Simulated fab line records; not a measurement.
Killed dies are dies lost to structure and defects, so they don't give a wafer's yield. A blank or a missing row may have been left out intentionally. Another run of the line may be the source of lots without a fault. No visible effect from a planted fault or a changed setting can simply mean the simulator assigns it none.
fab line records || flow sky130 || part 2 of 2: steps 29 to 39 of 39
record {"lots": 5, "wafers": 15, "last-day": 48}
route steps=708 shown VT_ADJUST_HVTR@140 VT_ADJUST_PCH@143 SONOS_TUNNEL@154 SONOS_ONO@168
lots that met no fault: from a run of the same line without faults
start-h: hours from the record's opening day to when the first of the lot's shown wafers began || wait-h: time in hours since the lot's previous step || " same as the row above || L1.1+2: several wafers, shown together as one row || - either no value or no given start || * or withheld: withheld || < > ~ a bound
route shown NAME@n: names a module that has steps shown in the file, with the first one's number in the route || usual: average and standard deviation across the fault-free wafers || same: alike in all rows || chamber/n: place in a boat || sites: per-site readings || _std_site: their standard deviation || _edge_site: the outer-site mean with the inner-site mean subtracted || radius-mm: for every site, how far away it sits from the centre of the wafer || mask NAME#n: copy n || behind: the most recent tool/chamber to have shaped the wafer || hold: what put the lot on hold/how long, in hours/how the hold closed || device: which transistor (n, p or np) failed to switch || end of line: the route-end tests of the same wafers || a step given without rows: its recipe and nothing more || killed: the dies lost at the first sort to structure and to defects; this is not the yield of the wafer || map: a wafer's dies, marking killed ones x, the rest . and places with no die _
set.NAME: the setting the step ran with; set.NAME@STEP: the setting that earlier step ran with || model.NAME: the simulator's own value behind a step, which no gauge read
certain route steps with their lots: each step a table, each wafer a row
services: when a tool's chamber went out of use (start-h, in hours from the record's first day, below 0 if earlier), for how many hours, and the reason
## steps
# step SKY_SONOS_ONO_OXIDATION_00
# recipe {"temp-c": 800, "ambient": "O2", "idle-temp-c": 700, "ramp-up-c-per-min": 10, "ramp-down-c-per-min": 3, "stabilise-s": 600, "purge-s": 300, "target-thk-a": 26, "ox-time-s": 1249}
# usual {"tube_center_temp_C_max": "802.1/0.33", "zone-power-lower-pct": "12.92/0.29"}
{"lot.wafer": "L077.4", "tool": "furnace-02", "chamber": 0, "start-h": 273.66, "wait-h": 1.9, "tube_center_temp_C_max": 802.0, "zone-power-lower-pct": 13.30}
{"lot.wafer": "L077.5", "tool": "furnace-02", "chamber": 0, "start-h": 273.66, "wait-h": 1.9, "tube_center_temp_C_max": 803.3, "zone-power-lower-pct": 13.16}
{"lot.wafer": "L077.6", "tool": "furnace-02", "chamber": 0, "start-h": 273.66, "wait-h": 1.9, "tube_center_temp_C_max": 801.8, "zone-power-lower-pct": 13.14}
{"lot.wafer": "L079.1", "tool": "furnace-01", "chamber": 0, "start-h": 287.37, "wait-h": 0.0, "tube_center_temp_C_max": 802.5, "zone-power-lower-pct": 12.76}
{"lot.wafer": "L079.4", "tool": "furnace-01", "chamber": 0, "start-h": 287.37, "wait-h": 0.0, "tube_center_temp_C_max": 802.1, "zone-power-lower-pct": 12.35}
{"lot.wafer": "L079.5", "tool": "furnace-01", "chamber": 0, "start-h": 287.37, "wait-h": 0.0, "tube_center_temp_C_max": 802.0, "zone-power-lower-pct": 12.81}
{"lot.wafer": "L080.1", "tool": "furnace-02", "chamber": 0, "start-h": 291.63, "wait-h": 0.6, "tube_center_temp_C_max": 802.0, "zone-power-lower-pct": 12.99}
{"lot.wafer": "L080.2", "tool": "furnace-02", "chamber": 0, "start-h": 291.63, "wait-h": 0.6, "tube_center_temp_C_max": 802.1, "zone-power-lower-pct": 13.22}
{"lot.wafer": "L080.6", "tool": "furnace-02", "chamber": 0, "start-h": 291.63, "wait-h": 0.6, "tube_center_temp_C_max": 801.7, "zone-power-lower-pct": 13.20}
{"lot.wafer": "L081.3", "tool": "furnace-01", "chamber": 0, "start-h": 304.79, "wait-h": 0.6, "tube_center_temp_C_max": 801.7, "zone-power-lower-pct": 12.80}
{"lot.wafer": "L081.4", "tool": "furnace-01", "chamber": 0, "start-h": 304.79, "wait-h": 0.6, "tube_center_temp_C_max": 801.9, "zone-power-lower-pct": 12.82}
{"lot.wafer": "L081.5", "tool": "furnace-01", "chamber": 0, "start-h": 304.79, "wait-h": 0.6, "tube_center_temp_C_max": 802.0, "zone-power-lower-pct": 12.54}
{"lot.wafer": "L089.1", "tool": "furnace-02", "chamber": 0, "start-h": 366.33, "wait-h": 1.1, "tube_center_temp_C_max": 802.2, "zone-power-lower-pct": 13.18}
{"lot.wafer": "L089.3", "tool": "furnace-02", "chamber": 0, "start-h": 366.33, "wait-h": 1.1, "tube_center_temp_C_max": 801.9, "zone-power-lower-pct": 13.26}
{"lot.wafer": "L089.5", "tool": "furnace-02", "chamber": 0, "start-h": 366.33, "wait-h": 1.1, "tube_center_temp_C_max": 802.1, "zone-power-lower-pct": 13.28}
# step SKY_SONOS_ONO_THK_MEAS_01
# recipe {"reads": "SiO2_of_SONOS_ONO_OXIDATION_00"}
# usual {"SONOS_ONO_OXIDATION_THK": "2.58/0.051"}
{"lot.wafer": "L077.4", "tool": "film-metro-01", "chamber": "-", "start-h": 275.04, "wait-h": 0.0, "SONOS_ONO_OXIDATION_THK[nm]": 2.52}
{"lot.wafer": "L077.5", "tool": "film-metro-01", "chamber": "-", "start-h": 275.04, "wait-h": 0.0, "SONOS_ONO_OXIDATION_THK[nm]": 2.56}
{"lot.wafer": "L077.6", "tool": "film-metro-01", "chamber": "-", "start-h": 275.04, "wait-h": 0.0, "SONOS_ONO_OXIDATION_THK[nm]": 2.50}
{"lot.wafer": "L079.1", "tool": "film-metro-01", "chamber": "-", "start-h": 288.72, "wait-h": 0.0, "SONOS_ONO_OXIDATION_THK[nm]": 2.61}
{"lot.wafer": "L079.4", "tool": "film-metro-01", "chamber": "-", "start-h": 288.72, "wait-h": 0.0, "SONOS_ONO_OXIDATION_THK[nm]": 2.61}
{"lot.wafer": "L079.5", "tool": "film-metro-01", "chamber": "-", "start-h": 288.72, "wait-h": 0.0, "SONOS_ONO_OXIDATION_THK[nm]": 2.64}
{"lot.wafer": "L080.1", "tool": "film-metro-03", "chamber": "-", "start-h": 292.98, "wait-h": 0.0, "SONOS_ONO_OXIDATION_THK[nm]": 2.58}
{"lot.wafer": "L080.2", "tool": "film-metro-03", "chamber": "-", "start-h": 292.98, "wait-h": 0.0, "SONOS_ONO_OXIDATION_THK[nm]": 2.58}
{"lot.wafer": "L080.6", "tool": "film-metro-03", "chamber": "-", "start-h": 292.98, "wait-h": 0.0, "SONOS_ONO_OXIDATION_THK[nm]": 2.56}
{"lot.wafer": "L081.3", "tool": "film-metro-01", "chamber": "-", "start-h": 306.16, "wait-h": 0.0, "SONOS_ONO_OXIDATION_THK[nm]": 2.55}
{"lot.wafer": "L081.4", "tool": "film-metro-01", "chamber": "-", "start-h": 306.16, "wait-h": 0.0, "SONOS_ONO_OXIDATION_THK[nm]": 2.46}
{"lot.wafer": "L081.5", "tool": "film-metro-01", "chamber": "-", "start-h": 306.16, "wait-h": 0.0, "SONOS_ONO_OXIDATION_THK[nm]": 2.56}
{"lot.wafer": "L089.1", "tool": "film-metro-03", "chamber": "-", "start-h": 367.68, "wait-h": 0.0, "SONOS_ONO_OXIDATION_THK[nm]": 2.67}
{"lot.wafer": "L089.3", "tool": "film-metro-03", "chamber": "-", "start-h": 367.68, "wait-h": 0.0, "SONOS_ONO_OXIDATION_THK[nm]": 2.59}
{"lot.wafer": "L089.5", "tool": "film-metro-03", "chamber": "-", "start-h": 367.68, "wait-h": 0.0, "SONOS_ONO_OXIDATION_THK[nm]": 2.61}
# step SKY_SONOS_ONO_CVD_02
# recipe {"material": "Si3N4", "precursor": "DCS/NH3", "target-thk-nm": 10.5, "temp-c": 770, "time-s": 180, "pressure-mtorr": 250}
# usual {"susceptor-temp-C": "769.99/0.28", "zone-power-lower-pct": "12.3/0.35"}
{"lot.wafer": "L077.4", "tool": "lpcvd-02", "chamber": 0, "start-h": 277.23, "wait-h": 2.2, "susceptor-temp-C": 769.57, "zone-power-lower-pct": 12.0}
{"lot.wafer": "L077.5", "tool": "lpcvd-02", "chamber": 0, "start-h": 277.23, "wait-h": 2.2, "susceptor-temp-C": 770.05, "zone-power-lower-pct": 11.9}
{"lot.wafer": "L077.6", "tool": "lpcvd-02", "chamber": 0, "start-h": 277.23, "wait-h": 2.2, "susceptor-temp-C": 769.83, "zone-power-lower-pct": 12.2}
{"lot.wafer": "L079.1", "tool": "lpcvd-02", "chamber": 0, "start-h": 290.16, "wait-h": 1.4, "susceptor-temp-C": 769.60, "zone-power-lower-pct": 12.0}
{"lot.wafer": "L079.4", "tool": "lpcvd-02", "chamber": 0, "start-h": 290.16, "wait-h": 1.4, "susceptor-temp-C": 770.28, "zone-power-lower-pct": 11.9}
{"lot.wafer": "L079.5", "tool": "lpcvd-02", "chamber": 0, "start-h": 290.16, "wait-h": 1.4, "susceptor-temp-C": 770.07, "zone-power-lower-pct": 12.0}
{"lot.wafer": "L080.1", "tool": "lpcvd-02", "chamber": 0, "start-h": 294.79, "wait-h": 1.8, "susceptor-temp-C": 770.20, "zone-power-lower-pct": 12.0}
{"lot.wafer": "L080.2", "tool": "lpcvd-02", "chamber": 0, "start-h": 294.79, "wait-h": 1.8, "susceptor-temp-C": 769.96, "zone-power-lower-pct": 11.8}
{"lot.wafer": "L080.6", "tool": "lpcvd-02", "chamber": 0, "start-h": 294.79, "wait-h": 1.8, "susceptor-temp-C": 770.00, "zone-power-lower-pct": 12.0}
{"lot.wafer": "L081.3", "tool": "lpcvd-02", "chamber": 1, "start-h": 306.20, "wait-h": 0.0, "susceptor-temp-C": 769.51, "zone-power-lower-pct": 12.6}
{"lot.wafer": "L081.4", "tool": "lpcvd-02", "chamber": 1, "start-h": 306.20, "wait-h": 0.0, "susceptor-temp-C": 770.07, "zone-power-lower-pct": 12.5}
{"lot.wafer": "L081.5", "tool": "lpcvd-02", "chamber": 1, "start-h": 306.20, "wait-h": 0.0, "susceptor-temp-C": 769.85, "zone-power-lower-pct": 12.5}
{"lot.wafer": "L089.1", "tool": "lpcvd-02", "chamber": 1, "start-h": 371.55, "wait-h": 3.9, "susceptor-temp-C": 770.24, "zone-power-lower-pct": 12.5}
{"lot.wafer": "L089.3", "tool": "lpcvd-02", "chamber": 1, "start-h": 371.55, "wait-h": 3.9, "susceptor-temp-C": 770.20, "zone-power-lower-pct": 12.6}
{"lot.wafer": "L089.5", "tool": "lpcvd-02", "chamber": 1, "start-h": 371.55, "wait-h": 3.9, "susceptor-temp-C": 770.88, "zone-power-lower-pct": 12.9}
# step SKY_SONOS_ONO_THK_MEAS_03
# recipe {"reads": "Si3N4_of_SONOS_ONO_CVD_02"}
# usual {"SONOS_ONO_CVD_02_THK": "10.47/0.13"}
{"lot.wafer": "L077.4", "tool": "film-metro-01", "chamber": "-", "start-h": 278.31, "wait-h": 0.0, "SONOS_ONO_CVD_02_THK[nm]": 10.46}
{"lot.wafer": "L077.5", "tool": "film-metro-01", "chamber": "-", "start-h": 278.31, "wait-h": 0.0, "SONOS_ONO_CVD_02_THK[nm]": 10.40}
{"lot.wafer": "L077.6", "tool": "film-metro-01", "chamber": "-", "start-h": 278.31, "wait-h": 0.0, "SONOS_ONO_CVD_02_THK[nm]": 10.49}
{"lot.wafer": "L079.1", "tool": "film-metro-01", "chamber": "-", "start-h": 291.21, "wait-h": 0.0, "SONOS_ONO_CVD_02_THK[nm]": 10.11}
{"lot.wafer": "L079.4", "tool": "film-metro-01", "chamber": "-", "start-h": 291.21, "wait-h": 0.0, "SONOS_ONO_CVD_02_THK[nm]": 10.40}
{"lot.wafer": "L079.5", "tool": "film-metro-01", "chamber": "-", "start-h": 291.21, "wait-h": 0.0, "SONOS_ONO_CVD_02_THK[nm]": 10.33}
{"lot.wafer": "L080.1", "tool": "film-metro-01", "chamber": "-", "start-h": 296.37, "wait-h": 0.0, "SONOS_ONO_CVD_02_THK[nm]": 10.48}
{"lot.wafer": "L080.2", "tool": "film-metro-01", "chamber": "-", "start-h": 296.37, "wait-h": 0.0, "SONOS_ONO_CVD_02_THK[nm]": 10.25}
{"lot.wafer": "L080.6", "tool": "film-metro-01", "chamber": "-", "start-h": 296.37, "wait-h": 0.0, "SONOS_ONO_CVD_02_THK[nm]": 10.43}
{"lot.wafer": "L081.3", "tool": "film-metro-01", "chamber": "-", "start-h": 307.79, "wait-h": 0.0, "SONOS_ONO_CVD_02_THK[nm]": 10.35}
{"lot.wafer": "L081.4", "tool": "film-metro-01", "chamber": "-", "start-h": 307.79, "wait-h": 0.0, "SONOS_ONO_CVD_02_THK[nm]": 10.42}
{"lot.wafer": "L081.5", "tool": "film-metro-01", "chamber": "-", "start-h": 307.79, "wait-h": 0.0, "SONOS_ONO_CVD_02_THK[nm]": 10.39}
{"lot.wafer": "L089.1", "tool": "film-metro-03", "chamber": "-", "start-h": 373.13, "wait-h": 0.0, "SONOS_ONO_CVD_02_THK[nm]": 10.45}
{"lot.wafer": "L089.3", "tool": "film-metro-03", "chamber": "-", "start-h": 373.13, "wait-h": 0.0, "SONOS_ONO_CVD_02_THK[nm]": 10.48}
{"lot.wafer": "L089.5", "tool": "film-metro-03", "chamber": "-", "start-h": 373.13, "wait-h": 0.0, "SONOS_ONO_CVD_02_THK[nm]": 10.53}
# step SKY_SONOS_ONO_CVD_04
# recipe {"material": "SiO2", "precursor": "SiH4/N2O", "target-thk-nm": 5.7199, "temp-c": 900, "pressure-mtorr": 400}
# usual {"susceptor-temp-C": "900.0/0.35", "zone-power-lower-pct": "18.5/0.31"}
{"lot.wafer": "L077.4", "tool": "lpcvd-03", "chamber": 0, "start-h": 278.34, "wait-h": 0.0, "susceptor-temp-C": 900.0, "zone-power-lower-pct": 17.9}
{"lot.wafer": "L077.5", "tool": "lpcvd-03", "chamber": 0, "start-h": 278.34, "wait-h": 0.0, "susceptor-temp-C": 900.2, "zone-power-lower-pct": 18.2}
{"lot.wafer": "L077.6", "tool": "lpcvd-03", "chamber": 0, "start-h": 278.34, "wait-h": 0.0, "susceptor-temp-C": 899.9, "zone-power-lower-pct": 18.4}
{"lot.wafer": "L079.1", "tool": "lpcvd-03", "chamber": 0, "start-h": 291.27, "wait-h": 0.1, "susceptor-temp-C": 900.0, "zone-power-lower-pct": 18.4}
{"lot.wafer": "L079.4", "tool": "lpcvd-03", "chamber": 0, "start-h": 291.27, "wait-h": 0.1, "susceptor-temp-C": 899.8, "zone-power-lower-pct": 18.2}
{"lot.wafer": "L079.5", "tool": "lpcvd-03", "chamber": 0, "start-h": 291.27, "wait-h": 0.1, "susceptor-temp-C": 899.7, "zone-power-lower-pct": 18.1}
{"lot.wafer": "L080.1", "tool": "lpcvd-03", "chamber": 1, "start-h": 296.43, "wait-h": 0.1, "susceptor-temp-C": 900.2, "zone-power-lower-pct": 18.8}
{"lot.wafer": "L080.2", "tool": "lpcvd-03", "chamber": 1, "start-h": 296.43, "wait-h": 0.1, "susceptor-temp-C": 900.4, "zone-power-lower-pct": 18.8}
{"lot.wafer": "L080.6", "tool": "lpcvd-03", "chamber": 1, "start-h": 296.43, "wait-h": 0.1, "susceptor-temp-C": 900.2, "zone-power-lower-pct": 19.0}
{"lot.wafer": "L081.3", "tool": "lpcvd-03", "chamber": 0, "start-h": 307.83, "wait-h": 0.0, "susceptor-temp-C": 900.5, "zone-power-lower-pct": 18.2}
{"lot.wafer": "L081.4", "tool": "lpcvd-03", "chamber": 0, "start-h": 307.83, "wait-h": 0.0, "susceptor-temp-C": 900.2, "zone-power-lower-pct": 18.5}
{"lot.wafer": "L081.5", "tool": "lpcvd-03", "chamber": 0, "start-h": 307.83, "wait-h": 0.0, "susceptor-temp-C": 899.9, "zone-power-lower-pct": 18.2}
{"lot.wafer": "L089.1", "tool": "lpcvd-03", "chamber": 0, "start-h": 373.19, "wait-h": 0.1, "susceptor-temp-C": 900.3, "zone-power-lower-pct": 18.2}
{"lot.wafer": "L089.3", "tool": "lpcvd-03", "chamber": 0, "start-h": 373.19, "wait-h": 0.1, "susceptor-temp-C": 899.8, "zone-power-lower-pct": 18.3}
{"lot.wafer": "L089.5", "tool": "lpcvd-03", "chamber": 0, "start-h": 373.19, "wait-h": 0.1, "susceptor-temp-C": 900.2, "zone-power-lower-pct": 18.1}
# step SKY_SONOS_ONO_THK_MEAS_05
# recipe {"reads": "SiO2_of_SONOS_ONO_CVD_04"}
# usual {"SONOS_ONO_CVD_04_THK": "5.74/0.13"}
{"lot.wafer": "L077.4", "tool": "film-metro-03", "chamber": "-", "start-h": 279.62, "wait-h": 0.0, "SONOS_ONO_CVD_04_THK[nm]": 5.76}
{"lot.wafer": "L077.5", "tool": "film-metro-03", "chamber": "-", "start-h": 279.62, "wait-h": 0.0, "SONOS_ONO_CVD_04_THK[nm]": 5.69}
{"lot.wafer": "L077.6", "tool": "film-metro-03", "chamber": "-", "start-h": 279.62, "wait-h": 0.0, "SONOS_ONO_CVD_04_THK[nm]": 5.77}
{"lot.wafer": "L079.1", "tool": "film-metro-02", "chamber": "-", "start-h": 292.52, "wait-h": 0.0, "SONOS_ONO_CVD_04_THK[nm]": 5.75}
{"lot.wafer": "L079.4", "tool": "film-metro-02", "chamber": "-", "start-h": 292.52, "wait-h": 0.0, "SONOS_ONO_CVD_04_THK[nm]": 5.80}
{"lot.wafer": "L079.5", "tool": "film-metro-02", "chamber": "-", "start-h": 292.52, "wait-h": 0.0, "SONOS_ONO_CVD_04_THK[nm]": 5.72}
{"lot.wafer": "L080.1", "tool": "film-metro-01", "chamber": "-", "start-h": 297.68, "wait-h": 0.0, "SONOS_ONO_CVD_04_THK[nm]": 5.65}
{"lot.wafer": "L080.2", "tool": "film-metro-01", "chamber": "-", "start-h": 297.68, "wait-h": 0.0, "SONOS_ONO_CVD_04_THK[nm]": 5.89}
{"lot.wafer": "L080.6", "tool": "film-metro-01", "chamber": "-", "start-h": 297.68, "wait-h": 0.0, "SONOS_ONO_CVD_04_THK[nm]": 5.77}
{"lot.wafer": "L081.3", "tool": "film-metro-02", "chamber": "-", "start-h": 309.73, "wait-h": 0.0, "SONOS_ONO_CVD_04_THK[nm]": 5.61}
{"lot.wafer": "L081.4", "tool": "film-metro-02", "chamber": "-", "start-h": 309.73, "wait-h": 0.0, "SONOS_ONO_CVD_04_THK[nm]": 5.67}
{"lot.wafer": "L081.5", "tool": "film-metro-02", "chamber": "-", "start-h": 309.73, "wait-h": 0.0, "SONOS_ONO_CVD_04_THK[nm]": 5.64}
{"lot.wafer": "L089.1", "tool": "film-metro-01", "chamber": "-", "start-h": 374.44, "wait-h": 0.0, "SONOS_ONO_CVD_04_THK[nm]": 5.62}
{"lot.wafer": "L089.3", "tool": "film-metro-01", "chamber": "-", "start-h": 374.44, "wait-h": 0.0, "SONOS_ONO_CVD_04_THK[nm]": 5.68}
{"lot.wafer": "L089.5", "tool": "film-metro-01", "chamber": "-", "start-h": 374.44, "wait-h": 0.0, "SONOS_ONO_CVD_04_THK[nm]": 5.69}
# step SKY_SONOS_ONO_DEHYDRATE_06
# recipe {"temp-c": 200, "time-s": 60}
# usual {"heater-power-total-W": "160.41/0.13"}
{"lot.wafer": "L077.4", "tool": "litho-track-01", "chamber": 0, "start-h": 291.48, "wait-h": 11.8, "heater-power-total-W": 160.48}
{"lot.wafer": "L077.5", "tool": "litho-track-01", "chamber": 0, "start-h": 291.48, "wait-h": 11.8, "heater-power-total-W": 160.57}
{"lot.wafer": "L077.6", "tool": "litho-track-01", "chamber": 0, "start-h": 291.48, "wait-h": 11.8, "heater-power-total-W": 160.54}
{"lot.wafer": "L079.1", "tool": "litho-track-04", "chamber": 0, "start-h": 304.58, "wait-h": 12.0, "heater-power-total-W": 160.34}
{"lot.wafer": "L079.4", "tool": "litho-track-04", "chamber": 0, "start-h": 304.58, "wait-h": 12.0, "heater-power-total-W": 160.31}
{"lot.wafer": "L079.5", "tool": "litho-track-04", "chamber": 0, "start-h": 304.58, "wait-h": 12.0, "heater-power-total-W": 160.26}
{"lot.wafer": "L080.1", "tool": "litho-track-02", "chamber": 0, "start-h": 310.02, "wait-h": 12.3, "heater-power-total-W": 160.55}
{"lot.wafer": "L080.2", "tool": "litho-track-02", "chamber": 0, "start-h": 310.02, "wait-h": 12.3, "heater-power-total-W": 160.44}
{"lot.wafer": "L080.6", "tool": "litho-track-02", "chamber": 0, "start-h": 310.02, "wait-h": 12.3, "heater-power-total-W": 160.38}
{"lot.wafer": "L081.3", "tool": "litho-track-02", "chamber": 0, "start-h": 321.57, "wait-h": 11.8, "heater-power-total-W": 160.60}
{"lot.wafer": "L081.4", "tool": "litho-track-02", "chamber": 0, "start-h": 321.57, "wait-h": 11.8, "heater-power-total-W": 160.40}
{"lot.wafer": "L081.5", "tool": "litho-track-02", "chamber": 0, "start-h": 321.57, "wait-h": 11.8, "heater-power-total-W": 160.33}
{"lot.wafer": "L089.1", "tool": "litho-track-04", "chamber": 0, "start-h": 388.48, "wait-h": 14.0, "heater-power-total-W": 160.50}
{"lot.wafer": "L089.3", "tool": "litho-track-04", "chamber": 0, "start-h": 388.48, "wait-h": 14.0, "heater-power-total-W": 160.20}
{"lot.wafer": "L089.5", "tool": "litho-track-04", "chamber": 0, "start-h": 388.48, "wait-h": 14.0, "heater-power-total-W": 160.67}
# step SKY_SONOS_ONO_HMDS_07
# recipe {"prime-time-s": 60, "prime-temp-c": 120}
{"lot.wafer": "L077.4+5+6", "tool": "litho-track-01", "chamber": 0, "start-h": 291.63, "wait-h": 0.1}
{"lot.wafer": "L079.1+4+5", "tool": "litho-track-04", "chamber": 0, "start-h": 304.73, "wait-h": 0.1}
{"lot.wafer": "L080.1+2+6", "tool": "litho-track-02", "chamber": 0, "start-h": 310.17, "wait-h": 0.1}
{"lot.wafer": "L081.3+4+5", "tool": "litho-track-02", "chamber": 0, "start-h": 321.72, "wait-h": 0.1}
{"lot.wafer": "L089.1+3+5", "tool": "litho-track-04", "chamber": 0, "start-h": 388.63, "wait-h": 0.1}
# step SKY_SONOS_ONO_COAT_08
# recipe {"resist": "NOVOLAK", "spin-rpm": 3000, "resist-thk-nm": 1140}
{"lot.wafer": "L077.4+5+6", "tool": "litho-track-01", "chamber": 0, "start-h": 291.78, "wait-h": 0.1}
{"lot.wafer": "L079.1+4+5", "tool": "litho-track-04", "chamber": 0, "start-h": 304.88, "wait-h": 0.1}
{"lot.wafer": "L080.1+2+6", "tool": "litho-track-02", "chamber": 0, "start-h": 310.32, "wait-h": 0.1}
{"lot.wafer": "L081.3+4+5", "tool": "litho-track-02", "chamber": 0, "start-h": 321.87, "wait-h": 0.1}
{"lot.wafer": "L089.1+3+5", "tool": "litho-track-04", "chamber": 0, "start-h": 388.78, "wait-h": 0.1}
# step SKY_SONOS_ONO_SOFTBAKE_09
# recipe {"temp-c": 90, "time-s": 60, "resist": "NOVOLAK"}
# usual {"heater-power-total-W": "56.59/0.043"}
{"lot.wafer": "L077.4", "tool": "litho-track-01", "chamber": 0, "start-h": 291.93, "wait-h": 0.1, "heater-power-total-W": 56.67}
{"lot.wafer": "L077.5", "tool": "litho-track-01", "chamber": 0, "start-h": 291.93, "wait-h": 0.1, "heater-power-total-W": 56.54}
{"lot.wafer": "L077.6", "tool": "litho-track-01", "chamber": 0, "start-h": 291.93, "wait-h": 0.1, "heater-power-total-W": 56.67}
{"lot.wafer": "L079.1", "tool": "litho-track-04", "chamber": 0, "start-h": 305.03, "wait-h": 0.1, "heater-power-total-W": 56.53}
{"lot.wafer": "L079.4", "tool": "litho-track-04", "chamber": 0, "start-h": 305.03, "wait-h": 0.1, "heater-power-total-W": 56.61}
{"lot.wafer": "L079.5", "tool": "litho-track-04", "chamber": 0, "start-h": 305.03, "wait-h": 0.1, "heater-power-total-W": 56.63}
{"lot.wafer": "L080.1", "tool": "litho-track-02", "chamber": 0, "start-h": 310.47, "wait-h": 0.1, "heater-power-total-W": 56.59}
{"lot.wafer": "L080.2", "tool": "litho-track-02", "chamber": 0, "start-h": 310.47, "wait-h": 0.1, "heater-power-total-W": 56.60}
{"lot.wafer": "L080.6", "tool": "litho-track-02", "chamber": 0, "start-h": 310.47, "wait-h": 0.1, "heater-power-total-W": 56.60}
{"lot.wafer": "L081.3", "tool": "litho-track-02", "chamber": 0, "start-h": 322.02, "wait-h": 0.1, "heater-power-total-W": 56.64}
{"lot.wafer": "L081.4", "tool": "litho-track-02", "chamber": 0, "start-h": 322.02, "wait-h": 0.1, "heater-power-total-W": 56.56}
{"lot.wafer": "L081.5", "tool": "litho-track-02", "chamber": 0, "start-h": 322.02, "wait-h": 0.1, "heater-power-total-W": 56.63}
{"lot.wafer": "L089.1", "tool": "litho-track-04", "chamber": 0, "start-h": 388.93, "wait-h": 0.1, "heater-power-total-W": 56.63}
{"lot.wafer": "L089.3", "tool": "litho-track-04", "chamber": 0, "start-h": 388.93, "wait-h": 0.1, "heater-power-total-W": 56.59}
{"lot.wafer": "L089.5", "tool": "litho-track-04", "chamber": 0, "start-h": 388.93, "wait-h": 0.1, "heater-power-total-W": 56.66}
# step SKY_SONOS_ONO_EXPOSE_10
# recipe {"mask-id": "ONOM", "target-cd-nm": 410, "na": 0.6, "source-shape": "conventional", "sigma-outer": 0.6, "dose-mj": 150}
# usual {"focus-offset-nm": "0.1/0.47"}
# same {"sigma-outer": 0.6}
{"lot.wafer": "L077.4", "tool": "iline-stepper-01", "chamber": 0, "start-h": "-", "wait-h": "-", "mask": "ONOM#0", "focus-offset-nm": 0.3}
{"lot.wafer": "L077.5", "tool": "iline-stepper-01", "chamber": 0, "start-h": "-", "wait-h": "-", "mask": "ONOM#0", "focus-offset-nm": 0.7}
{"lot.wafer": "L077.6", "tool": "iline-stepper-01", "chamber": 0, "start-h": "-", "wait-h": "-", "mask": "ONOM#0", "focus-offset-nm": 0.5}
{"lot.wafer": "L079.1", "tool": "iline-stepper-01", "chamber": 0, "start-h": "-", "wait-h": "-", "mask": "ONOM#0", "focus-offset-nm": 0.5}
{"lot.wafer": "L079.4", "tool": "iline-stepper-01", "chamber": 0, "start-h": "-", "wait-h": "-", "mask": "ONOM#0", "focus-offset-nm": -0.5}
{"lot.wafer": "L079.5", "tool": "iline-stepper-01", "chamber": 0, "start-h": "-", "wait-h": "-", "mask": "ONOM#0", "focus-offset-nm": -0.5}
{"lot.wafer": "L080.1", "tool": "iline-stepper-02", "chamber": 0, "start-h": "-", "wait-h": "-", "mask": "ONOM#0", "focus-offset-nm": -0.3}
{"lot.wafer": "L080.2", "tool": "iline-stepper-02", "chamber": 0, "start-h": "-", "wait-h": "-", "mask": "ONOM#0", "focus-offset-nm": 0.1}
{"lot.wafer": "L080.6", "tool": "iline-stepper-02", "chamber": 0, "start-h": "-", "wait-h": "-", "mask": "ONOM#0", "focus-offset-nm": 1.0}
{"lot.wafer": "L081.3", "tool": "iline-stepper-01", "chamber": 0, "start-h": "-", "wait-h": "-", "mask": "ONOM#0", "focus-offset-nm": 0.8}
{"lot.wafer": "L081.4", "tool": "iline-stepper-01", "chamber": 0, "start-h": "-", "wait-h": "-", "mask": "ONOM#0", "focus-offset-nm": -0.1}
{"lot.wafer": "L081.5", "tool": "iline-stepper-01", "chamber": 0, "start-h": "-", "wait-h": "-", "mask": "ONOM#0", "focus-offset-nm": 0.0}
{"lot.wafer": "L089.1", "tool": "iline-stepper-01", "chamber": 0, "start-h": "-", "wait-h": "-", "mask": "ONOM#0", "focus-offset-nm": 0.3}
{"lot.wafer": "L089.3", "tool": "iline-stepper-01", "chamber": 0, "start-h": "-", "wait-h": "-", "mask": "ONOM#0", "focus-offset-nm": 0.6}
{"lot.wafer": "L089.5", "tool": "iline-stepper-01", "chamber": 0, "start-h": "-", "wait-h": "-", "mask": "ONOM#0", "focus-offset-nm": 0.5}
## services
{"tool": "implanter-04", "chamber": "-", "start-h": 226.71, "hours": 21.7, "kind": "pm"}
{"tool": "wet-bench-01", "chamber": "-", "start-h": 227.34, "hours": 1.1, "kind": "repair"}
{"tool": "iline-stepper-02", "chamber": "-", "start-h": 247.94, "hours": 4.7, "kind": "repair"}
{"tool": "lpcvd-02", "chamber": "-", "start-h": 251.25, "hours": 14.6, "kind": "pm"}
{"tool": "furnace-01", "chamber": "-", "start-h": 269.98, "hours": 6.4, "kind": "pm"}
{"tool": "iline-stepper-01", "chamber": "-", "start-h": 279.19, "hours": 1.7, "kind": "pm"}
{"tool": "implanter-01", "chamber": "-", "start-h": 288.91, "hours": 3.0, "kind": "repair"}
{"tool": "furnace-01", "chamber": "-", "start-h": 289.74, "hours": 2.6, "kind": "pm"}
{"tool": "implanter-04", "chamber": "-", "start-h": 293.11, "hours": 2.5, "kind": "pm"}
{"tool": "iline-stepper-02", "chamber": "-", "start-h": 294.33, "hours": 6.8, "kind": "repair"}
{"tool": "iline-stepper-01", "chamber": "-", "start-h": 309.26, "hours": 5.1, "kind": "repair"}
{"tool": "wet-bench-04", "chamber": "-", "start-h": 312.05, "hours": 2.0, "kind": "repair"}
{"tool": "iline-stepper-02", "chamber": "-", "start-h": 323.21, "hours": 1.7, "kind": "pm"}
{"tool": "implanter-04", "chamber": "-", "start-h": 324.23, "hours": 2.2, "kind": "repair"}
{"tool": "wet-bench-01", "chamber": "-", "start-h": 330.52, "hours": 2.3, "kind": "repair"}
{"tool": "implanter-01", "chamber": "-", "start-h": 333.41, "hours": 3.4, "kind": "pm"}
{"tool": "iline-stepper-02", "chamber": "-", "start-h": 336.52, "hours": 13.8, "kind": "repair"}
{"tool": "implanter-03", "chamber": "-", "start-h": 336.95, "hours": 4.7, "kind": "pm"}
{"tool": "plasma-asher-02", "chamber": "-", "start-h": 338.39, "hours": 8.6, "kind": "repair"}
{"tool": "iline-stepper-02", "chamber": "-", "start-h": 355.19, "hours": 0.7, "kind": "repair"}
{"tool": "furnace-02", "chamber": "-", "start-h": 368.92, "hours": 3.6, "kind": "pm"}
{"tool": "plasma-asher-02", "chamber": "-", "start-h": 370.82, "hours": 0.4, "kind": "repair"}
{"tool": "implanter-04", "chamber": "-", "start-h": 380.09, "hours": 3.3, "kind": "repair"}
{"tool": "plasma-asher-02", "chamber": "-", "start-h": 380.90, "hours": 2.1, "kind": "repair"}
